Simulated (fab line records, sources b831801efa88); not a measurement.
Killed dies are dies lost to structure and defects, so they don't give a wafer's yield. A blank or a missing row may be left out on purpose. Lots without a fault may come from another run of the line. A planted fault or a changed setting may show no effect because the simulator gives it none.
Chamber matching | flow gf180mcu | GF_STI_ETCH_14 on rie_si-02: 4 sister chambers
The step etches Si in HBr/Cl2/O2, target depth 360 nm, time 102.9 s. 4 wafers are shown with their chamber, then 8 later ones without.

WAFERS WITH THEIR CHAMBER
wafer  | chamber | drypump_motor_current_A (A)
L929.1 | 2       | 5.9
L932.2 | 1       | 5.2
L932.4 | 0       | 6.1
L933.1 | 3       | 5.9

WAFERS WITHOUT THEIR CHAMBER
wafer  | drypump_motor_current_A (A)
L933.4 | 5.1
L933.6 | 5.1
L934.1 | 5.1
L934.3 | 5.9
L934.6 | 6.1
L941.3 | 5.9
L941.5 | 6.2
L941.6 | 5.9

WHICH CHAMBER EACH WENT THROUGH
wafer  | from the rows above     | in truth
L933.4 | 1                       | 1
L933.6 | 1                       | 1
L934.1 | 1                       | 1
L934.3 | can't be placed: 2 or 3 | 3
L934.6 | 0                       | 0
L941.3 | can't be placed: 2 or 3 | 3
L941.5 | 0                       | 0
L941.6 | can't be placed: 2 or 3 | 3
Placed correctly: 5 of 8. Can't be placed from these rows: 3 (the true chamber is among the candidates in 3). Placed wrongly: 0.
How it was worked out, from the rows above alone: a wafer's distance from a chamber is the root of the sum, over the readings, of the square of ((its reading less the chamber's mean) divided by the reading's scatter). The wafer belongs to the nearest chamber; if the next one is less than 2 further off, it can't be placed. A chamber's mean is the mean of its shown wafers. The scatter: with one shown wafer a chamber, the root of the mean of the squares of how far each hidden wafer lies from its nearest shown one.
